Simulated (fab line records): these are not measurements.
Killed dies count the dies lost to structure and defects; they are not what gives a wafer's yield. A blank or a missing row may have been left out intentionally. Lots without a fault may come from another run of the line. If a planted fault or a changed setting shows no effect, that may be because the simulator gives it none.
fab line records	flow sky130
record lots=6	wafers=18	last-day=49
route steps=708 shown LDD_N@245 LDD_P@255 PAD_OPEN@708
lots that met no fault: taken from a fault-free run of the same line
start-h: start of the lot's first displayed wafer, in hours after the record's first day	wait-h: hours from the lot's prior step to this one	" identical to the entry in the row above	L1.1+2: one row covering several wafers at once	- no value, or no start given	* or withheld: withheld	< > ~ a bound
route shown NAME@n: names a module that has steps shown in the file, with the first one's number in the route	usual: average and standard deviation across the fault-free wafers	same: alike in all rows	chamber/n: place in a boat	sites: each site's reading	_std_site: standard deviation of those values	_edge_site: outer sites' mean less inner sites'	radius-mm: for every site, how far away it sits from the centre of the wafer	mask NAME#n: copy n	behind: the most recent tool/chamber to have shaped the wafer	hold: why the lot went on hold/how many hours it stayed there/how the hold came to an end	device: whichever transistor did not switch (one of n, p or np)	end of line: tests of these same wafers at the route's end	a step without rows: its recipe alone	killed: dies that structure and defects cost at the first sort, which is not the same as the wafer's yield	map: per-die view of a wafer (x killed, . not killed, _ where there is no die)
set.NAME: the run value of the setting; set.NAME@STEP: its run value at that earlier step	model.NAME: the simulator's own value behind a step, which no gauge read
lots at selected steps of the route; one table per step, one row per wafer
services: the hour from which a tool's chamber was out of use, counted from the record's first day as start-h (under 0 if before that day), plus the number of hours and why
## steps
# step SKY_LDD_N_IMPLANT_08
# recipe species=As	energy-kev=20	dose-cm2=7.5e+13	tilt-deg=withheld	rotation-deg=23
# step SKY_LDD_N_IMPLANT_09
# recipe species=As	energy-kev=20	dose-cm2=7.5e+13	tilt-deg=withheld	rotation-deg=113
# step SKY_LDD_N_IMPLANT_10
# recipe species=As	energy-kev=20	dose-cm2=7.5e+13	tilt-deg=withheld	rotation-deg=203
# step SKY_LDD_N_IMPLANT_11
# recipe species=As	energy-kev=20	dose-cm2=7.5e+13	tilt-deg=withheld	rotation-deg=293
# step SKY_LDD_N_IMPLANT_12
# recipe species=BF2	energy-kev=49.65	dose-cm2=5e+12	tilt-deg=30	rotation-deg=0
# step SKY_LDD_N_IMPLANT_13
# recipe species=BF2	energy-kev=50	dose-cm2=5e+12	tilt-deg=30	rotation-deg=90
# step SKY_LDD_N_IMPLANT_14
# recipe species=BF2	energy-kev=50	dose-cm2=5e+12	tilt-deg=30	rotation-deg=180
# step SKY_LDD_N_IMPLANT_15
# recipe species=BF2	energy-kev=50	dose-cm2=5e+12	tilt-deg=30	rotation-deg=270
# step SKY_LDD_N_STRIP_16
# recipe chemistry=O2/N2	power-w=1400	pressure-mtorr=1500	platen-temp-c=withheld	o2-flow-sccm=3000	n2-flow-sccm=300	overash-fraction=0.5
# usual drypump-motor-current-A=5.5/0.38	oes-product-au=0.407/0.0045	strip-time-to-endpoint-s=4.313/0.014
lot.wafer	tool	chamber	start-h	wait-h	drypump-motor-current-A	oes-product-au	rf-hours-counter-h	strip-time-to-endpoint-s
L439.1	plasma-asher-02	1	460.12	0.1	4.9	0.405	80	4.300
L439.3	"	1	"	"	5.0	0.406	-	4.317
L439.5	"	1	"	"	4.9	0.413	-	4.330
L443.1	plasma-asher-01	1	507.54	0.1	5.8	0.410	33	4.329
L443.2	"	0	"	"	5.3	0.406	33	4.321
L443.4	"	0	"	"	5.4	0.410	-	4.332
L445.1	plasma-asher-02	1	515.77	0.1	4.9	0.401	85	4.326
L445.5	"	0	"	"	5.0	0.409	-	4.312
L445.6	"	1	"	"	4.9	0.402	-	4.323
L448.1	plasma-asher-03	0	552.77	0.1	5.7	0.410	13	4.297
L448.5	"	0	"	"	5.7	0.410	-	4.287
L448.6	"	1	"	"	6.0	0.402	-	4.316
L449.2	plasma-asher-03	1	554.37	0.1	6.0	0.408	13	4.326
L449.3	"	1	"	"	6.0	0.408	-	4.318
L449.6	"	1	"	"	5.9	0.405	-	4.300
L450.1	plasma-asher-01	1	555.47	0.1	5.8	0.404	38	4.338
L450.4	"	0	"	"	5.4	0.409	-	4.304
L450.6	"	0	"	"	5.3	0.410	-	4.323
# step SKY_LDD_N_TW_MEAS_17
# usual LDD_N_TW=2554/40
lot.wafer	tool	chamber	start-h	wait-h	LDD_N_TW
L439.1	film-metro-03	-	460.22	0.1	2610
L439.3	"	-	"	"	2617
L439.5	"	-	"	"	2632
L443.1	film-metro-04	-	507.64	0.1	2528
L443.2	"	-	"	"	2530
L443.4	"	-	"	"	2518
L445.1	film-metro-04	-	515.87	0.1	2523
L445.5	"	-	"	"	2514
L445.6	"	-	"	"	2530
L448.1	film-metro-02	-	552.87	0.1	2575
L448.5	"	-	"	"	2571
L448.6	"	-	"	"	2558
L449.2	film-metro-02	-	554.48	0.1	2577
L449.3	"	-	"	"	2576
L449.6	"	-	"	"	2569
L450.1	film-metro-04	-	555.57	0.1	2501
L450.4	"	-	"	"	2515
L450.6	"	-	"	"	2520
# step SKY_LDD_P_DEHYDRATE_00
# recipe temp-c=200	time-s=60
# step SKY_LDD_P_HMDS_01
# recipe prime-time-s=60	prime-temp-c=120
# step SKY_LDD_P_COAT_02
# recipe resist=NOVOLAK	spin-rpm=3000	resist-thk-nm=1140
# usual chill-plate-temp-C=23.00/0.12	dispense-pressure-kPa=51.4/2.9	spin-speed-rpm=2999.9/2.1
lot.wafer	tool	chamber	start-h	wait-h	chill-plate-temp-C	dispense-pressure-kPa	spin-speed-rpm	model.NOVOLAK_of_LDD_P_COAT_02.thk-nm
L439.1	litho-track-04	0	474.86	0.1	22.94	47.8	2999.3	1135
L439.3	"	0	"	"	22.97	47.8	2997.6	1140
L439.5	"	0	"	"	23.02	47.7	2997.7	1139
L443.1	litho-track-04	0	522.46	0.1	23.07	47.8	3404.8	1071
L443.2	"	0	"	"	22.97	47.8	3408.4	1073
L443.4	"	0	"	"	23.30	47.7	3403.3	1073
L445.1	litho-track-04	0	530.86	0.1	22.93	47.8	3404.9	1069
L445.5	"	0	"	"	22.89	47.7	3402.0	1071
L445.6	"	0	"	"	22.96	47.7	3405.4	1068
L448.1	litho-track-01	0	567.48	0.1	22.91	54.9	3002.2	1143
L448.5	"	0	"	"	22.90	54.9	2999.0	1143
L448.6	"	0	"	"	23.00	55.0	2999.1	1142
L449.2	litho-track-01	0	569.05	0.1	22.93	54.9	2999.6	1139
L449.3	"	0	"	"	22.93	54.9	3000.6	1137
L449.6	"	0	"	"	22.81	54.9	2997.8	1141
L450.1	litho-track-01	0	570.23	0.1	23.09	54.9	3000.0	1135
L450.4	"	0	"	"	23.19	55.0	3001.1	1139
L450.6	"	0	"	"	23.13	54.9	2999.8	1138
# step SKY_LDD_P_SOFTBAKE_03
# recipe temp-c=90	time-s=60	resist=NOVOLAK
# step SKY_LDD_P_EXPOSE_04
# recipe mask-id=PSDM	na=0.6	source-shape=conventional	sigma-outer=0.6	polarization=unpolarized	target-cd-nm=380	dose-mj=138
# step SKY_LDD_P_PEB_05
# recipe temp-c=withheld	time-s=*	resist=NOVOLAK
# step SKY_LDD_P_DEVELOP_06
# recipe resist=NOVOLAK	developer=TMAH	develop-time-s=60	dev-temp-c=23
# usual chill-plate-temp-C=23.01/0.11
lot.wafer	tool	chamber	start-h	wait-h	chill-plate-temp-C	model.NOVOLAK_of_LDD_P_COAT_02.thk-nm
L439.1	litho-track-04	0	489.56	0.1	23.12	1135
L439.3	"	0	"	"	23.11	1139
L439.5	"	0	"	"	22.98	1139
L443.1	litho-track-01	0	537.53	0.1	22.91	1071
L443.2	"	0	"	"	22.96	1073
L443.4	"	0	"	"	23.09	1072
L445.1	litho-track-04	0	545.91	0.1	23.18	1069
L445.5	"	0	"	"	22.94	1071
L445.6	"	0	"	"	23.04	1067
L448.1	litho-track-02	0	581.95	0.1	23.07	1143
L448.5	"	0	"	"	23.05	1143
L448.6	"	0	"	"	23.06	1141
L449.2	litho-track-01	0	583.60	0.1	22.96	1139
L449.3	"	0	"	"	22.95	1137
L449.6	"	0	"	"	23.07	1141
L450.1	litho-track-01	0	584.68	0.1	23.22	1135
L450.4	"	0	"	"	23.12	1139
L450.6	"	0	"	"	23.20	1138
# step SKY_LDD_P_CD_MEAS_07
# recipe target-cd-nm=380
# usual cd-nm=379.7/3
lot.wafer	tool	chamber	start-h	wait-h	cd-nm
L439.1	cd-sem-01	-	489.71	0.1	381.8
L439.3	"	-	"	"	381.3
L439.5	"	-	"	"	382.5
L443.1	cd-sem-01	-	537.68	0.1	388.5
L443.2	"	-	"	"	388.3
L443.4	"	-	"	"	390.0
L445.1	cd-sem-01	-	546.06	0.1	387.6
L445.5	"	-	"	"	386.8
L445.6	"	-	"	"	387.9
L448.1	cd-sem-01	-	582.10	0.1	376.5
L448.5	"	-	"	"	375.2
L448.6	"	-	"	"	375.0
L449.2	cd-sem-01	-	583.75	0.1	376.7
L449.3	"	-	"	"	380.8
L449.6	"	-	"	"	380.3
L450.1	cd-sem-01	-	584.83	0.1	376.1
L450.4	"	-	"	"	378.4
L450.6	"	-	"	"	377.2
# step SKY_LDD_P_OVL_MEAS_08
# usual LDD_P_OVL=-0.1/1.3
lot.wafer	tool	chamber	start-h	wait-h	LDD_P_OVL[nm]
L439.1	overlay-01	-	489.83	0.1	-2.2
L439.3	"	-	"	"	-0.9
L439.5	"	-	"	"	-0.8
L443.1	overlay-01	-	537.80	0.1	-0.4
L443.2	"	-	"	"	-2.1
L443.4	"	-	"	"	-1.1
L445.1	overlay-01	-	546.18	0.1	1.1
L445.5	"	-	"	"	-1.1
L445.6	"	-	"	"	0.2
L448.1	overlay-01	-	582.22	0.1	0.6
L448.5	"	-	"	"	-1.3
L448.6	"	-	"	"	-1.2
L449.2	overlay-01	-	583.86	0.1	-2.3
L449.3	"	-	"	"	-0.8
L449.6	"	-	"	"	-1.7
L450.1	overlay-02	-	584.95	0.1	-0.6
L450.4	"	-	"	"	0.5
L450.6	"	-	"	"	-1.3
# step SKY_LDD_P_IMPLANT_09
# recipe species=BF2	energy-kev=25	dose-cm2=1e+13	tilt-deg=withheld
# step SKY_LDD_P_STRIP_10
# recipe chemistry=O2/N2	power-w=1400	pressure-mtorr=1500	platen-temp-c=withheld	o2-flow-sccm=3000	n2-flow-sccm=300	overash-fraction=0.5
# usual drypump-motor-current-A=5.6/0.35	oes-product-au=0.715/0.0046	strip-time-to-endpoint-s=14.17/0.033
lot.wafer	tool	chamber	start-h	wait-h	drypump-motor-current-A	oes-product-au	rf-hours-counter-h	strip-time-to-endpoint-s
L439.1	plasma-asher-04	0	490.01	0.1	4.9	0.715	67	14.12
L439.3	"	1	"	"	5.9	0.713	-	14.18
L439.5	"	0	"	"	5.0	0.720	-	14.18
L443.1	plasma-asher-04	1	537.99	0.1	5.8	0.718	72	13.38
L443.2	"	0	"	"	5.0	0.723	72	13.39
L443.4	"	1	"	"	5.9	0.715	-	13.39
L445.1	plasma-asher-03	0	546.36	0.1	5.8	0.712	12	13.35
L445.5	"	1	"	"	6.0	0.716	-	13.36
L445.6	"	0	"	"	5.8	0.711	-	13.31
L448.1	plasma-asher-03	0	582.41	0.1	5.8	0.716	16	14.21
L448.5	"	1	"	"	6.0	0.720	-	14.21
L448.6	"	0	"	"	5.8	0.717	-	14.20
L449.2	plasma-asher-04	0	584.04	0.1	5.0	0.705	77	14.15
L449.3	"	0	"	"	5.0	0.710	-	14.13
L449.6	"	0	"	"	5.0	0.716	-	14.18
L450.1	plasma-asher-01	1	585.14	0.1	5.8	0.712	41	14.12
L450.4	"	1	"	"	5.8	0.715	-	14.16
L450.6	"	0	"	"	5.3	0.720	-	14.17
# step SKY_LDD_P_TW_MEAS_11
# usual LDD_P_TW=639/4.3
lot.wafer	tool	chamber	start-h	wait-h	LDD_P_TW
L439.1	film-metro-02	-	490.11	0.1	635
L439.3	"	-	"	"	635
L439.5	"	-	"	"	637
L443.1	film-metro-03	-	538.09	0.1	638
L443.2	"	-	"	"	640
L443.4	"	-	"	"	635
L445.1	film-metro-03	-	546.46	0.1	638
L445.5	"	-	"	"	641
L445.6	"	-	"	"	639
L448.1	film-metro-01	-	582.51	0.1	638
L448.5	"	-	"	"	641
L448.6	"	-	"	"	643
L449.2	film-metro-03	-	584.15	0.1	642
L449.3	"	-	"	"	642
L449.6	"	-	"	"	642
L450.1	film-metro-02	-	585.24	0.1	633
L450.4	"	-	"	"	636
L450.6	"	-	"	"	632
# step SKY_PAD_OPEN_PROBE_99
# usual killed_at_M0_to_M3=43/6.5	killed_at_M4_up=3.1/1.8	killed-at-contacts=24/4.8	killed-at-front-end=15/4.7	killed-at-other=0.3/0.58	killed-dies=86/8.6	killed-open=47/6.7	killed-short=39/6.1
# same gross-dies=492	killed-at-back-side=0
lot.wafer	tool	chamber	start-h	wait-h	killed_at_M0_to_M3	killed_at_M4_up	killed-at-contacts	killed-at-front-end	killed-at-other	killed-dies	killed-open	killed-short
L439.1	prober-01	-	1110.28	0.1	36	5	16	13	0	70	38	32
L439.3	prober-01	-	1110.38	0.2	44	8	22	12	0	86	52	34
L439.5	prober-01	-	1110.48	0.2	39	1	19	27	0	86	48	38
L443.1	prober-01	-	1141.03	0.1	40	3	19	10	0	72	39	33
L443.2	prober-01	-	1141.08	0.1	45	5	15	15	0	80	46	34
L443.4	prober-01	-	1141.18	0.2	40	3	29	12	0	84	48	36
L449.2	prober-02	-	1173.92	0.1	37	3	23	14	1	78	46	32
L449.3	prober-02	-	1173.97	0.2	42	3	25	21	0	91	45	46
L449.6	prober-02	-	1174.12	0.2	50	3	31	16	0	100	57	43
# killed by level:class
L439.1 METAL1:geometric-particle:short=7 VIA1:geometric-particle:open=7 VIA2:geometric-particle:open=7 VIA3:geometric-particle:open=7 CONTACT:geometric-particle:open=5 FIELD_ISO:geometric-particle:short=4 CONTACT:geometric-particle:short=4 FIELD_ISO:geometric-particle:open=3
L439.3 LI_CONTACT:geometric-particle:open=9 VIA1:geometric-particle:open=8 VIA3:geometric-particle:open=7 VIA2:geometric-particle:open=6 FIELD_ISO:geometric-particle:open=5 FIELD_ISO:geometric-particle:short=4 METAL2:geometric-particle:open=4 METAL4:geometric-particle:short=4
L439.5 FIELD_ISO:geometric-particle:open=11 VIA1:geometric-particle:open=8 CONTACT:geometric-particle:open=7 METAL2:geometric-particle:short=6 FIELD_ISO:geometric-particle:short=6 LI_CONTACT:geometric-particle:open=6 VIA1:geometric-particle:short=5 VIA2:geometric-particle:open=5
L443.1 VIA1:geometric-particle:open=8 METAL1:geometric-particle:short=6 VIA3:geometric-particle:open=6 VIA2:geometric-particle:open=5 CONTACT:geometric-particle:open=5 CONTACT:geometric-particle:short=5 LI_CONTACT:geometric-particle:open=4 METAL2:geometric-particle:short=4
L443.2 VIA1:geometric-particle:open=14 VIA3:geometric-particle:open=8 CONTACT:geometric-particle:open=8 METAL1:geometric-particle:short=5 FIELD_ISO:geometric-particle:open=4 POLY_GATE:geometric-particle:open=4 METAL4:geometric-particle:short=4 FIELD_ISO:geometric-particle:short=3
L443.4 VIA1:geometric-particle:open=12 CONTACT:geometric-particle:open=11 METAL1:geometric-particle:short=7 LI_CONTACT:geometric-particle:open=7 VIA1:geometric-particle:short=5 METAL2:geometric-particle:short=5 CONTACT:geometric-particle:short=5 VIA3:geometric-particle:open=5
L449.2 CONTACT:geometric-particle:open=10 VIA3:geometric-particle:open=7 LI_CONTACT:geometric-particle:open=6 METAL1:geometric-particle:short=6 VIA1:geometric-particle:short=6 FIELD_ISO:geometric-particle:open=5 VIA1:geometric-particle:open=5 VIA2:geometric-particle:open=5
L449.3 VIA3:geometric-particle:open=9 FIELD_ISO:geometric-particle:short=8 LI_CONTACT:geometric-particle:open=8 VIA2:geometric-particle:open=8 METAL1:geometric-particle:short=7 CONTACT:geometric-particle:open=6 CONTACT:geometric-particle:short=6 VIA1:geometric-particle:open=6
L449.6 VIA1:geometric-particle:open=13 CONTACT:geometric-particle:open=11 VIA2:geometric-particle:open=11 LI_CONTACT:geometric-particle:open=8 METAL3:geometric-particle:short=7 POLY_GATE:geometric-particle:open=5 LI_CONTACT:geometric-particle:short=5 CONTACT:geometric-particle:short=5
## services
tool	chamber	start-h	hours	kind
plasma-asher-01	-	439.77	1.3	repair
plasma-asher-01	-	440.70	2.7	repair
plasma-asher-02	-	450.08	9.2	repair
## key
first-sign step=SKY_LDD_P_COAT_02	reading=spin-speed-rpm	direction=up	sigmas=99+	usual=2999.9	struck=3404.8
effect step=SKY_LDD_P_CD_MEAS_07	reading=cd-nm	direction=up	sigmas=2.8	usual=379.7	struck=388.2
effect step=SKY_LDD_P_STRIP_10	reading=strip-time-to-endpoint-s	direction=down	sigmas=24	usual=*	struck=*
model-effect step=SKY_LDD_P_COAT_02	value=NOVOLAK_of_LDD_P_COAT_02.thk-nm	without=1141	struck=1071
model-effect step=SKY_LDD_P_DEVELOP_06	value=NOVOLAK_of_LDD_P_COAT_02.thk-nm	without=1141	struck=1070
met-at SKY_LDD_P_COAT_02
struck-wafers L443.1,L443.2,L443.4,L445.1,L445.5,L445.6
tester-left-out L443,L445
onset-between 474.86 522.46
fault kind=process-parameter-drift	tool=litho-track-04	chamber=-	onset-h=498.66	steps=SKY_LDD_P_COAT_02	channel=spin-rpm	offset=405.62	shape=step	end-h=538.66	acts-in=these-recipes-only	stated=3000
# tester-left-out: of these lots the tester's yield and bins aren't shown, on N5 and GAA mostly nor the transistor test; their killed dies are dies lost to structure and defects alone, not to doping, threshold or leakage, so they don't give the yield
